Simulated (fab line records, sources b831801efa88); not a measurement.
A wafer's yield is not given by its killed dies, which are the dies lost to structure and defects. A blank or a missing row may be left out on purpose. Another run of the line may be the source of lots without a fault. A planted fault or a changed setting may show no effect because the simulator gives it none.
fab line records / flow sfqLine
record: lots: 6 wafers: 17 lastDay: 81
route steps=325 shown M3@132 I3@133
lots that met no fault: taken from a fault-free run of the same line
startH: hours from the record's first day to the start of the lot's first wafer shown / waitH: hours since the lot's step before / " repeats the value in the row above / L1.1+2: several wafers, shown together as one row / - value missing, or start not given / * or withheld: withheld / < > ~ a bound
route shown NAME@n: a module of which the file shows steps, and the number in the route of the first / usual: mean and standard deviation over wafers with no fault / same: alike in all rows / chamber/n: place in a boat / sites: readings site by site / _std_site: standard deviation of those values / _edge_site: the outer-site mean with the inner-site mean subtracted / radiusMm: how far each site lies from the wafer's centre / mask NAME#n: copy n / behind: the tool/chamber that last shaped the wafer / hold: the reason the lot was held/the length of the hold in hours/how it ended / device: the n, p or np transistor that did not switch / end of line: at the end of the route, the tests of the same wafers / a step without rows: its recipe alone / killed: at the first sort, the dies lost to defects and structure; wafer yield is something else / map: per-die view of a wafer (x killed, . not killed, _ where there is no die)
set.NAME: the setting as run; set.NAME@STEP: as run at that earlier step / model.NAME: the simulator's own value behind a step, which no gauge read
lots at selected steps of the route; one table per step, one row per wafer
services: from which hour (startH, from the record's first day; less than 0 if before it) a tool's chamber was out of use, for how many hours, and why
== steps ==
step: SFQ_TRILAYER_M3_STRIP_SOLV_CLEAN_080
recipe: chemistry: NMP tempC: 70 timeS: 600
step: SFQ_TRILAYER_I3_DEP_PECVD_081
recipe: material: SiO2 tempC: 150 timeS: 111.11 pressureTorr: 2.4 rfW: 183.3 precursor: SiH4/N2O targetThkNm: 500
usual: heaterPowerW: 83/7.1 throttleValvePct: 24.2/1.1
lot.wafer=L179.1 tool=pecvd-01 chamber=1 startH=691.22 waitH=0.0 heaterPowerW=79 throttleValvePct=23.7
lot.wafer=L179.2 tool=pecvd-01 chamber=0 startH=691.22 waitH=0.0 heaterPowerW=80 throttleValvePct=23.9
lot.wafer=L179.6 tool=pecvd-01 chamber=2 startH=691.22 waitH=0.0 heaterPowerW=85 throttleValvePct=25.2
lot.wafer=L182.1 tool=pecvd-04 chamber=2 startH=716.86 waitH=0.0 heaterPowerW=87 throttleValvePct=24.0
lot.wafer=L182.4 tool=pecvd-04 chamber=0 startH=716.86 waitH=0.0 heaterPowerW=90 throttleValvePct=23.3
lot.wafer=L182.6 tool=pecvd-04 chamber=1 startH=716.86 waitH=0.0 heaterPowerW=71 throttleValvePct=25.0
lot.wafer=L187.2 tool=pecvd-03 chamber=2 startH=909.57 waitH=0.0 heaterPowerW=78 throttleValvePct=22.9
lot.wafer=L187.6 tool=pecvd-03 chamber=0 startH=909.57 waitH=0.0 heaterPowerW=76 throttleValvePct=24.0
lot.wafer=L189.2 tool=pecvd-04 chamber=0 startH=916.32 waitH=0.0 heaterPowerW=90 throttleValvePct=23.3
lot.wafer=L189.3 tool=pecvd-04 chamber=1 startH=916.32 waitH=0.0 heaterPowerW=70 throttleValvePct=25.2
lot.wafer=L189.6 tool=pecvd-04 chamber=1 startH=916.32 waitH=0.0 heaterPowerW=74 throttleValvePct=25.3
lot.wafer=L199.4 tool=pecvd-04 chamber=0 startH=1058.09 waitH=0.0 heaterPowerW=88 throttleValvePct=23.6
lot.wafer=L199.5 tool=pecvd-04 chamber=2 startH=1058.09 waitH=0.0 heaterPowerW=89 throttleValvePct=23.9
lot.wafer=L199.6 tool=pecvd-04 chamber=1 startH=1058.09 waitH=0.0 heaterPowerW=78 throttleValvePct=25.3
lot.wafer=L201.1 tool=pecvd-01 chamber=1 startH=1062.87 waitH=0.0 heaterPowerW=87 throttleValvePct=24.7
lot.wafer=L201.3 tool=pecvd-01 chamber=2 startH=1062.87 waitH=0.0 heaterPowerW=80 throttleValvePct=26.6
lot.wafer=L201.6 tool=pecvd-01 chamber=0 startH=1062.87 waitH=0.0 heaterPowerW=81 throttleValvePct=24.9
step: SFQ_TRILAYER_I3_CMP_CMP_082
recipe: material: SiO2 downForcePsi: 3 platenRpm: 60 padVelocityMS: 0.94248
usual: motorCurrentA: 10.5/0.92 timeToEndpointS: 215/7
lot.wafer=L179.2 tool=cmp-01 chamber=2 startH=693.49 waitH=2.2 motorCurrentA=9.9 timeToEndpointS=202
lot.wafer=L179.1 tool=cmp-01 chamber=3 startH=693.49 waitH=2.2 motorCurrentA=11.2 timeToEndpointS=210
lot.wafer=L179.6 tool=cmp-01 chamber=0 startH=693.49 waitH=2.2 motorCurrentA=12.0 timeToEndpointS=213
lot.wafer=L182.4 tool=cmp-02 chamber=3 startH=718.09 waitH=1.2 motorCurrentA=9.7 timeToEndpointS=213
lot.wafer=L182.1 tool=cmp-02 chamber=0 startH=718.09 waitH=1.2 motorCurrentA=11.1 timeToEndpointS=223
lot.wafer=L182.6 tool=cmp-02 chamber=1 startH=718.09 waitH=1.2 motorCurrentA=8.9 timeToEndpointS=222
lot.wafer=L187.2 tool=cmp-02 chamber=2 startH=910.83 waitH=1.2 motorCurrentA=9.8 timeToEndpointS=206
lot.wafer=L187.6 tool=cmp-02 chamber=1 startH=912.33 waitH=2.7 motorCurrentA=8.5 timeToEndpointS=218
lot.wafer=L189.2 tool=cmp-01 chamber=2 startH=920.60 waitH=4.2 motorCurrentA=9.8 timeToEndpointS=195
lot.wafer=L189.3 tool=cmp-01 chamber=3 startH=920.60 waitH=4.2 motorCurrentA=10.8 timeToEndpointS=211
lot.wafer=L189.6 tool=cmp-01 chamber=3 startH=923.10 waitH=6.7 motorCurrentA=10.6 timeToEndpointS=216
lot.wafer=L199.4 tool=cmp-01 chamber=3 startH=1064.00 waitH=5.9 motorCurrentA=10.9 timeToEndpointS=219
lot.wafer=L199.6 tool=cmp-01 chamber=3 startH=1066.00 waitH=7.9 motorCurrentA=10.6 timeToEndpointS=210
lot.wafer=L199.5 tool=cmp-01 chamber=0 startH=1066.00 waitH=7.9 motorCurrentA=11.5 timeToEndpointS=216
lot.wafer=L201.3 tool=cmp-01 chamber=3 startH=1067.00 waitH=4.1 motorCurrentA=11.6 timeToEndpointS=217
lot.wafer=L201.1 tool=cmp-01 chamber=0 startH=1067.00 waitH=4.1 motorCurrentA=11.4 timeToEndpointS=224
lot.wafer=L201.6 tool=cmp-01 chamber=3 startH=1069.00 waitH=6.1 motorCurrentA=11.3 timeToEndpointS=224
step: SFQ_I3_BOW_MEAS_922
recipe: mode: bow
usual: I3_BOW: 2/10
lot.wafer=L179.1 tool=filmMetro-01 chamber=- startH=695.49 waitH=1.0 I3_BOW[um]=7
lot.wafer=L179.2 tool=filmMetro-01 chamber=- startH=695.49 waitH=1.0 I3_BOW[um]=-7
lot.wafer=L179.6 tool=filmMetro-01 chamber=- startH=695.49 waitH=1.0 I3_BOW[um]=-4
lot.wafer=L182.1 tool=filmMetro-01 chamber=- startH=720.09 waitH=1.0 I3_BOW[um]=2
lot.wafer=L182.4 tool=filmMetro-01 chamber=- startH=720.09 waitH=1.0 I3_BOW[um]=-6
lot.wafer=L182.6 tool=filmMetro-01 chamber=- startH=720.09 waitH=1.0 I3_BOW[um]=-7
lot.wafer=L187.2 tool=filmMetro-02 chamber=- startH=913.35 waitH=2.0 I3_BOW[um]=4
lot.wafer=L187.6 tool=filmMetro-02 chamber=- startH=913.35 waitH=2.0 I3_BOW[um]=-1
lot.wafer=L189.2 tool=filmMetro-02 chamber=- startH=923.62 waitH=2.5 I3_BOW[um]=10
lot.wafer=L189.3 tool=filmMetro-02 chamber=- startH=923.62 waitH=2.5 I3_BOW[um]=10
lot.wafer=L189.6 tool=filmMetro-02 chamber=- startH=923.62 waitH=2.5 I3_BOW[um]=-2
lot.wafer=L199.4 tool=filmMetro-02 chamber=- startH=1067.06 waitH=2.6 I3_BOW[um]=-6
lot.wafer=L199.5 tool=filmMetro-02 chamber=- startH=1067.06 waitH=2.6 I3_BOW[um]=-2
lot.wafer=L199.6 tool=filmMetro-02 chamber=- startH=1067.06 waitH=2.6 I3_BOW[um]=-9
lot.wafer=L201.1 tool=filmMetro-02 chamber=- startH=1070.00 waitH=2.0 I3_BOW[um]=-7
lot.wafer=L201.3 tool=filmMetro-02 chamber=- startH=1070.00 waitH=2.0 I3_BOW[um]=4
lot.wafer=L201.6 tool=filmMetro-02 chamber=- startH=1070.00 waitH=2.0 I3_BOW[um]=1
step: SFQ_TRILAYER_I3_METRO_MEASURE_083
usual: thkNm: 199.8/1.1
lot.wafer=L179.1 tool=filmMetro-01 chamber=- startH=695.61 waitH=0.1 thkNm=200.2
lot.wafer=L179.2 tool=filmMetro-01 chamber=- startH=695.61 waitH=0.1 thkNm=197.7
lot.wafer=L179.6 tool=filmMetro-01 chamber=- startH=695.61 waitH=0.1 thkNm=199.8
lot.wafer=L182.1 tool=filmMetro-01 chamber=- startH=720.21 waitH=0.1 thkNm=200.8
lot.wafer=L182.4 tool=filmMetro-01 chamber=- startH=720.21 waitH=0.1 thkNm=200.7
lot.wafer=L182.6 tool=filmMetro-01 chamber=- startH=720.21 waitH=0.1 thkNm=200.6
lot.wafer=L187.2 tool=filmMetro-02 chamber=- startH=913.65 waitH=0.3 thkNm=199.5
lot.wafer=L187.6 tool=filmMetro-02 chamber=- startH=913.65 waitH=0.3 thkNm=199.4
lot.wafer=L189.2 tool=filmMetro-02 chamber=- startH=923.92 waitH=0.3 thkNm=198.7
lot.wafer=L189.3 tool=filmMetro-02 chamber=- startH=923.92 waitH=0.3 thkNm=200.4
lot.wafer=L189.6 tool=filmMetro-02 chamber=- startH=923.92 waitH=0.3 thkNm=200.2
lot.wafer=L199.4 tool=filmMetro-02 chamber=- startH=1067.72 waitH=0.6 thkNm=200.4
lot.wafer=L199.5 tool=filmMetro-02 chamber=- startH=1067.72 waitH=0.6 thkNm=200.3
lot.wafer=L199.6 tool=filmMetro-02 chamber=- startH=1067.72 waitH=0.6 thkNm=200.0
lot.wafer=L201.1 tool=filmMetro-02 chamber=- startH=1070.12 waitH=0.1 thkNm=201.5
lot.wafer=L201.3 tool=filmMetro-02 chamber=- startH=1070.12 waitH=0.1 thkNm=200.4
lot.wafer=L201.6 tool=filmMetro-02 chamber=- startH=1070.12 waitH=0.1 thkNm=201.3
step: SFQ_TRILAYER_I3_VIA_LITHO_COAT_090
recipe: resist: BARC spinRpm: 3000 resistThkNm: 62
step: SFQ_TRILAYER_I3_VIA_LITHO_COAT_085
recipe: resist: KrF spinRpm: 3000 resistThkNm: 650
step: SFQ_TRILAYER_I3_VIA_LITHO_SOFTBAKE_089
recipe: tempC: withheld timeS: withheld resist: KrF
step: SFQ_TRILAYER_I3_VIA_LITHO_EXPOSE_086
recipe: maskId: I3 na: 0.6 sourceShape: conventional sigmaOuter: 0.65 targetCdNm: 500 doseMj: 21.3
step: SFQ_TRILAYER_I3_VIA_LITHO_PEB_088
recipe: pebTempC: 115 pebTimeS: 60 resist: KrF
step: SFQ_TRILAYER_I3_VIA_LITHO_DEVELOP_087
recipe: timeS: 60 resist: KrF
step: SFQ_I3_OVL_MEAS_923
usual: I3_OVL: 2/6.4
lot.wafer=L179.1 tool=overlay-01 chamber=- startH=852.65 waitH=0.1 I3_OVL[nm]=4
lot.wafer=L179.2 tool=overlay-01 chamber=- startH=852.65 waitH=0.1 I3_OVL[nm]=4
lot.wafer=L179.6 tool=overlay-01 chamber=- startH=852.65 waitH=0.1 I3_OVL[nm]=9
lot.wafer=L182.1 tool=overlay-01 chamber=- startH=876.65 waitH=0.1 I3_OVL[nm]=17
lot.wafer=L182.4 tool=overlay-01 chamber=- startH=876.65 waitH=0.1 I3_OVL[nm]=11
lot.wafer=L182.6 tool=overlay-01 chamber=- startH=876.65 waitH=0.1 I3_OVL[nm]=3
lot.wafer=L187.2 tool=overlay-02 chamber=- startH=923.38 waitH=0.1 I3_OVL[nm]=5
lot.wafer=L187.6 tool=overlay-02 chamber=- startH=923.38 waitH=0.1 I3_OVL[nm]=11
lot.wafer=L189.2 tool=overlay-01 chamber=- startH=930.13 waitH=0.1 I3_OVL[nm]=7
lot.wafer=L189.3 tool=overlay-01 chamber=- startH=930.13 waitH=0.1 I3_OVL[nm]=4
lot.wafer=L189.6 tool=overlay-01 chamber=- startH=930.13 waitH=0.1 I3_OVL[nm]=0
lot.wafer=L199.4 tool=overlay-02 chamber=- startH=1075.00 waitH=0.1 I3_OVL[nm]=3
lot.wafer=L199.5 tool=overlay-02 chamber=- startH=1075.00 waitH=0.1 I3_OVL[nm]=2
lot.wafer=L199.6 tool=overlay-02 chamber=- startH=1075.00 waitH=0.1 I3_OVL[nm]=0
lot.wafer=L201.1 tool=overlay-01 chamber=- startH=1179.13 waitH=0.3 I3_OVL[nm]=1
lot.wafer=L201.3 tool=overlay-01 chamber=- startH=1179.13 waitH=0.3 I3_OVL[nm]=2
lot.wafer=L201.6 tool=overlay-01 chamber=- startH=1179.13 waitH=0.3 I3_OVL[nm]=0
step: SFQ_TRILAYER_I3_VIA_BARC_OPEN_VIA_ETCH_121
recipe: maskMaterial: PR chemistry: O2 targetDepthNm: 125 target: BARC sourceW: 500 biasW: 80 pressureMtorr: 30 timeS: 41.7
usual: drypumpMotorCurrentA: 5.7/0.59 oesProductAu: 0.685/0.0041
lot.wafer=L179.1 tool=rieDiel-02 chamber=3 startH=852.68 waitH=0.0 drypumpMotorCurrentA=6.3 oesProductAu=0.686 rfHoursCounterH=10 model.KrF_of_TRILAYER_I3_VIA_LITHO_COAT_085.thkNm=573.6
lot.wafer=L179.2 tool=rieDiel-02 chamber=0 startH=852.68 waitH=0.0 drypumpMotorCurrentA=6.4 oesProductAu=0.683 rfHoursCounterH=21 model.KrF_of_TRILAYER_I3_VIA_LITHO_COAT_085.thkNm=573.6
lot.wafer=L179.6 tool=rieDiel-02 chamber=0 startH=852.68 waitH=0.0 drypumpMotorCurrentA=6.4 oesProductAu=0.689 rfHoursCounterH=- model.KrF_of_TRILAYER_I3_VIA_LITHO_COAT_085.thkNm=572.7
lot.wafer=L182.1 tool=rieDiel-04 chamber=0 startH=876.68 waitH=0.0 drypumpMotorCurrentA=6.1 oesProductAu=0.683 rfHoursCounterH=19 model.KrF_of_TRILAYER_I3_VIA_LITHO_COAT_085.thkNm=575.7
lot.wafer=L182.4 tool=rieDiel-04 chamber=3 startH=876.68 waitH=0.0 drypumpMotorCurrentA=5.6 oesProductAu=0.692 rfHoursCounterH=14 model.KrF_of_TRILAYER_I3_VIA_LITHO_COAT_085.thkNm=572.3
lot.wafer=L182.6 tool=rieDiel-04 chamber=2 startH=876.68 waitH=0.0 drypumpMotorCurrentA=6.1 oesProductAu=0.680 rfHoursCounterH=- model.KrF_of_TRILAYER_I3_VIA_LITHO_COAT_085.thkNm=572.9
lot.wafer=L187.2 tool=rieDiel-04 chamber=3 startH=923.41 waitH=0.0 drypumpMotorCurrentA=5.6 oesProductAu=0.688 rfHoursCounterH=14 model.KrF_of_TRILAYER_I3_VIA_LITHO_COAT_085.thkNm=588.9
lot.wafer=L187.6 tool=rieDiel-04 chamber=1 startH=923.41 waitH=0.0 drypumpMotorCurrentA=5.4 oesProductAu=0.688 rfHoursCounterH=- model.KrF_of_TRILAYER_I3_VIA_LITHO_COAT_085.thkNm=575.8
lot.wafer=L189.2 tool=rieDiel-04 chamber=0 startH=930.16 waitH=0.0 drypumpMotorCurrentA=6.1 oesProductAu=0.685 rfHoursCounterH=20 model.KrF_of_TRILAYER_I3_VIA_LITHO_COAT_085.thkNm=589.4
lot.wafer=L189.3 tool=rieDiel-04 chamber=1 startH=930.16 waitH=0.0 drypumpMotorCurrentA=5.4 oesProductAu=0.689 rfHoursCounterH=4 model.KrF_of_TRILAYER_I3_VIA_LITHO_COAT_085.thkNm=589.2
lot.wafer=L189.6 tool=rieDiel-04 chamber=3 startH=930.16 waitH=0.0 drypumpMotorCurrentA=5.6 oesProductAu=0.685 rfHoursCounterH=- model.KrF_of_TRILAYER_I3_VIA_LITHO_COAT_085.thkNm=573.4
lot.wafer=L199.4 tool=rieDiel-02 chamber=2 startH=1075.02 waitH=0.0 drypumpMotorCurrentA=5.4 oesProductAu=0.681 rfHoursCounterH=10 model.KrF_of_TRILAYER_I3_VIA_LITHO_COAT_085.thkNm=574.1
lot.wafer=L199.5 tool=rieDiel-02 chamber=0 startH=1075.02 waitH=0.0 drypumpMotorCurrentA=6.4 oesProductAu=0.685 rfHoursCounterH=- model.KrF_of_TRILAYER_I3_VIA_LITHO_COAT_085.thkNm=571.4
lot.wafer=L199.6 tool=rieDiel-02 chamber=3 startH=1075.02 waitH=0.0 drypumpMotorCurrentA=6.2 oesProductAu=0.687 rfHoursCounterH=- model.KrF_of_TRILAYER_I3_VIA_LITHO_COAT_085.thkNm=571.7
lot.wafer=L201.1 tool=rieDiel-01 chamber=0 startH=1179.17 waitH=0.0 drypumpMotorCurrentA=6.6 oesProductAu=0.681 rfHoursCounterH=13 model.KrF_of_TRILAYER_I3_VIA_LITHO_COAT_085.thkNm=573.2
lot.wafer=L201.3 tool=rieDiel-01 chamber=2 startH=1179.17 waitH=0.0 drypumpMotorCurrentA=5.1 oesProductAu=0.680 rfHoursCounterH=15 model.KrF_of_TRILAYER_I3_VIA_LITHO_COAT_085.thkNm=571
lot.wafer=L201.6 tool=rieDiel-01 chamber=0 startH=1179.17 waitH=0.0 drypumpMotorCurrentA=6.6 oesProductAu=0.693 rfHoursCounterH=- model.KrF_of_TRILAYER_I3_VIA_LITHO_COAT_085.thkNm=570
step: SFQ_TRILAYER_I3_VIA_ETCH_VIA_ETCH_088
recipe: target: SiO2 stopOn: Nb maskMaterial: PR taperDeg: 20 chemistry: CHF3 targetDepthNm: 260 sourceW: 500 biasW: 80 pressureMtorr: 30 timeS: withheld
usual: drypumpMotorCurrentA: 5.7/0.59 oesProductAu: 0.855/0.0054
lot.wafer=L179.1 tool=rieDiel-02 chamber=3 startH=852.72 waitH=0.0 drypumpMotorCurrentA=6.3 oesProductAu=0.853 model.KrF_of_TRILAYER_I3_VIA_LITHO_COAT_085.thkNm=528.5
lot.wafer=L179.2 tool=rieDiel-02 chamber=0 startH=852.72 waitH=0.0 drypumpMotorCurrentA=6.4 oesProductAu=0.841 model.KrF_of_TRILAYER_I3_VIA_LITHO_COAT_085.thkNm=528.2
lot.wafer=L179.6 tool=rieDiel-02 chamber=0 startH=852.72 waitH=0.0 drypumpMotorCurrentA=6.5 oesProductAu=0.849 model.KrF_of_TRILAYER_I3_VIA_LITHO_COAT_085.thkNm=526.8
lot.wafer=L182.1 tool=rieDiel-04 chamber=0 startH=876.72 waitH=0.0 drypumpMotorCurrentA=6.1 oesProductAu=0.860 model.KrF_of_TRILAYER_I3_VIA_LITHO_COAT_085.thkNm=532.3
lot.wafer=L182.4 tool=rieDiel-04 chamber=3 startH=876.72 waitH=0.0 drypumpMotorCurrentA=5.5 oesProductAu=0.855 model.KrF_of_TRILAYER_I3_VIA_LITHO_COAT_085.thkNm=527.5
lot.wafer=L182.6 tool=rieDiel-04 chamber=2 startH=876.72 waitH=0.0 drypumpMotorCurrentA=6.1 oesProductAu=0.860 model.KrF_of_TRILAYER_I3_VIA_LITHO_COAT_085.thkNm=528.4
lot.wafer=L187.2 tool=rieDiel-04 chamber=3 startH=923.45 waitH=0.0 drypumpMotorCurrentA=5.6 oesProductAu=0.858 model.KrF_of_TRILAYER_I3_VIA_LITHO_COAT_085.thkNm=543.7
lot.wafer=L187.6 tool=rieDiel-04 chamber=1 startH=923.45 waitH=0.0 drypumpMotorCurrentA=5.3 oesProductAu=0.855 model.KrF_of_TRILAYER_I3_VIA_LITHO_COAT_085.thkNm=531.9
lot.wafer=L189.2 tool=rieDiel-04 chamber=0 startH=930.20 waitH=0.0 drypumpMotorCurrentA=6.2 oesProductAu=0.855 model.KrF_of_TRILAYER_I3_VIA_LITHO_COAT_085.thkNm=545.8
lot.wafer=L189.3 tool=rieDiel-04 chamber=1 startH=930.20 waitH=0.0 drypumpMotorCurrentA=5.3 oesProductAu=0.852 model.KrF_of_TRILAYER_I3_VIA_LITHO_COAT_085.thkNm=545.2
lot.wafer=L189.6 tool=rieDiel-04 chamber=3 startH=930.20 waitH=0.0 drypumpMotorCurrentA=5.5 oesProductAu=0.851 model.KrF_of_TRILAYER_I3_VIA_LITHO_COAT_085.thkNm=528.1
lot.wafer=L199.4 tool=rieDiel-02 chamber=2 startH=1075.05 waitH=0.0 drypumpMotorCurrentA=5.4 oesProductAu=0.858 model.KrF_of_TRILAYER_I3_VIA_LITHO_COAT_085.thkNm=530
lot.wafer=L199.5 tool=rieDiel-02 chamber=0 startH=1075.05 waitH=0.0 drypumpMotorCurrentA=6.5 oesProductAu=0.853 model.KrF_of_TRILAYER_I3_VIA_LITHO_COAT_085.thkNm=526.9
lot.wafer=L199.6 tool=rieDiel-02 chamber=3 startH=1075.05 waitH=0.0 drypumpMotorCurrentA=6.3 oesProductAu=0.850 model.KrF_of_TRILAYER_I3_VIA_LITHO_COAT_085.thkNm=526.6
lot.wafer=L201.1 tool=rieDiel-01 chamber=0 startH=1179.21 waitH=0.0 drypumpMotorCurrentA=6.6 oesProductAu=0.852 model.KrF_of_TRILAYER_I3_VIA_LITHO_COAT_085.thkNm=528.6
lot.wafer=L201.3 tool=rieDiel-01 chamber=2 startH=1179.21 waitH=0.0 drypumpMotorCurrentA=5.1 oesProductAu=0.857 model.KrF_of_TRILAYER_I3_VIA_LITHO_COAT_085.thkNm=525.8
lot.wafer=L201.6 tool=rieDiel-01 chamber=0 startH=1179.21 waitH=0.0 drypumpMotorCurrentA=6.6 oesProductAu=0.861 model.KrF_of_TRILAYER_I3_VIA_LITHO_COAT_085.thkNm=525.2
step: SFQ_TRILAYER_I3_VIA_STRIP_STRIP_089
recipe: gas: O2 powerW: 200 platenTempC: 40 overashFraction: 0.65 chemistry: O2 pressureMtorr: 50
usual: drypumpMotorCurrentA: 5.9/0.36 oesProductAu: 0.998/0.011
lot.wafer=L179.1 tool=rieMetal-02 chamber=1 startH=852.84 waitH=- drypumpMotorCurrentA=5.2 oesProductAu=0.982 rfHoursCounterH=116
lot.wafer=L179.2 tool=rieMetal-02 chamber=0 startH=852.84 waitH=- drypumpMotorCurrentA=6.5 oesProductAu=0.998 rfHoursCounterH=63
lot.wafer=L179.6 tool=rieMetal-02 chamber=1 startH=852.84 waitH=- drypumpMotorCurrentA=5.2 oesProductAu=0.993 rfHoursCounterH=-
lot.wafer=L182.1 tool=rieMetal-04 chamber=1 startH=876.84 waitH=- drypumpMotorCurrentA=5.7 oesProductAu=1.021 rfHoursCounterH=139
lot.wafer=L182.4 tool=rieMetal-04 chamber=1 startH=876.84 waitH=- drypumpMotorCurrentA=5.7 oesProductAu=1.010 rfHoursCounterH=-
lot.wafer=L182.6 tool=rieMetal-04 chamber=0 startH=876.84 waitH=- drypumpMotorCurrentA=6.3 oesProductAu=1.002 rfHoursCounterH=-
lot.wafer=L187.2 tool=rieMetal-01 chamber=0 startH=923.56 waitH=- drypumpMotorCurrentA=5.8 oesProductAu=0.992 rfHoursCounterH=160
lot.wafer=L187.6 tool=rieMetal-01 chamber=0 startH=923.56 waitH=- drypumpMotorCurrentA=5.8 oesProductAu=0.985 rfHoursCounterH=-
lot.wafer=L189.2 tool=rieMetal-01 chamber=0 startH=930.31 waitH=- drypumpMotorCurrentA=5.8 oesProductAu=0.998 rfHoursCounterH=161
lot.wafer=L189.3 tool=rieMetal-01 chamber=0 startH=930.31 waitH=- drypumpMotorCurrentA=5.7 oesProductAu=0.990 rfHoursCounterH=-
lot.wafer=L189.6 tool=rieMetal-01 chamber=1 startH=930.31 waitH=- drypumpMotorCurrentA=5.7 oesProductAu=0.997 rfHoursCounterH=-
lot.wafer=L199.4 tool=rieMetal-02 chamber=0 startH=1075.77 waitH=- drypumpMotorCurrentA=6.5 oesProductAu=1.007 rfHoursCounterH=-
lot.wafer=L199.5 tool=rieMetal-02 chamber=0 startH=1075.77 waitH=- drypumpMotorCurrentA=6.5 oesProductAu=0.994 rfHoursCounterH=-
lot.wafer=L199.6 tool=rieMetal-02 chamber=0 startH=1075.77 waitH=- drypumpMotorCurrentA=6.5 oesProductAu=1.004 rfHoursCounterH=-
lot.wafer=L201.1 tool=rieMetal-04 chamber=1 startH=1179.32 waitH=- drypumpMotorCurrentA=5.7 oesProductAu=0.995 rfHoursCounterH=31
lot.wafer=L201.3 tool=rieMetal-04 chamber=1 startH=1179.32 waitH=- drypumpMotorCurrentA=5.7 oesProductAu=1.004 rfHoursCounterH=-
lot.wafer=L201.6 tool=rieMetal-04 chamber=0 startH=1179.32 waitH=- drypumpMotorCurrentA=6.3 oesProductAu=1.018 rfHoursCounterH=-
== services ==
tool=rieDiel-02 chamber=3 startH=676.16 hours=15.6 kind=repair
tool=rieDiel-04 chamber=- startH=693.37 hours=0.4 kind=repair
tool=rieDiel-04 chamber=0 startH=709.48 hours=1.3 kind=repair
tool=cmp-01 chamber=- startH=751.42 hours=4.0 kind=pm
tool=filmMetro-02 chamber=- startH=753.76 hours=1.7 kind=pm
tool=cmp-01 chamber=- startH=765.16 hours=0.5 kind=repair
tool=rieDiel-02 chamber=1 startH=805.86 hours=58.0 kind=repair
tool=rieDiel-02 chamber=0 startH=830.64 hours=3.5 kind=repair
tool=rieDiel-02 chamber=0 startH=839.30 hours=1.5 kind=repair
tool=rieDiel-02 chamber=3 startH=884.31 hours=3.3 kind=repair
tool=rieDiel-02 chamber=3 startH=914.08 hours=15.3 kind=repair
tool=cmp-01 chamber=- startH=917.90 hours=2.6 kind=repair
tool=rieDiel-04 chamber=- startH=946.53 hours=0.5 kind=repair
tool=cmp-01 chamber=- startH=962.46 hours=8.4 kind=pm
tool=rieDiel-02 chamber=- startH=1032.50 hours=2.8 kind=pm
tool=rieDiel-04 chamber=- startH=1081.86 hours=2.8 kind=pm
tool=cmp-01 chamber=- startH=1085.00 hours=10.8 kind=pm
tool=rieDiel-04 chamber=- startH=1088.04 hours=1.1 kind=repair
tool=cmp-01 chamber=- startH=1095.82 hours=4.0 kind=pm
tool=rieDiel-02 chamber=1 startH=1103.29 hours=5.0 kind=repair
tool=cmp-01 chamber=- startH=1116.40 hours=5.4 kind=pm
tool=cmp-01 chamber=- startH=1132.17 hours=1.5 kind=repair
tool=cmp-01 chamber=- startH=1135.78 hours=2.1 kind=repair
tool=rieDiel-04 chamber=1 startH=1144.78 hours=9.7 kind=repair
== key ==
firstSign none at tools or gauges
modelEffect: step: SFQ_TRILAYER_I3_VIA_BARC_OPEN_VIA_ETCH_121 value: KrF_of_TRILAYER_I3_VIA_LITHO_COAT_085.thkNm without: 576.2 struck: 589.2
modelEffect: step: SFQ_TRILAYER_I3_VIA_ETCH_VIA_ETCH_088 value: KrF_of_TRILAYER_I3_VIA_LITHO_COAT_085.thkNm without: 532 struck: 544.9
metAt SFQ_TRILAYER_I3_VIA_BARC_OPEN_VIA_ETCH_121
struckWafers L187.2,L189.2,L189.3
onsetBetween 876.68 923.41
fault: kind: processParameterDrift tool: rieDiel-04 chamber: - onsetH: 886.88 steps: SFQ_TRILAYER_I3_VIA_BARC_OPEN_VIA_ETCH_121 channel: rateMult offset: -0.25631 shape: step endH: 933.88 scope: struckWafersOnly
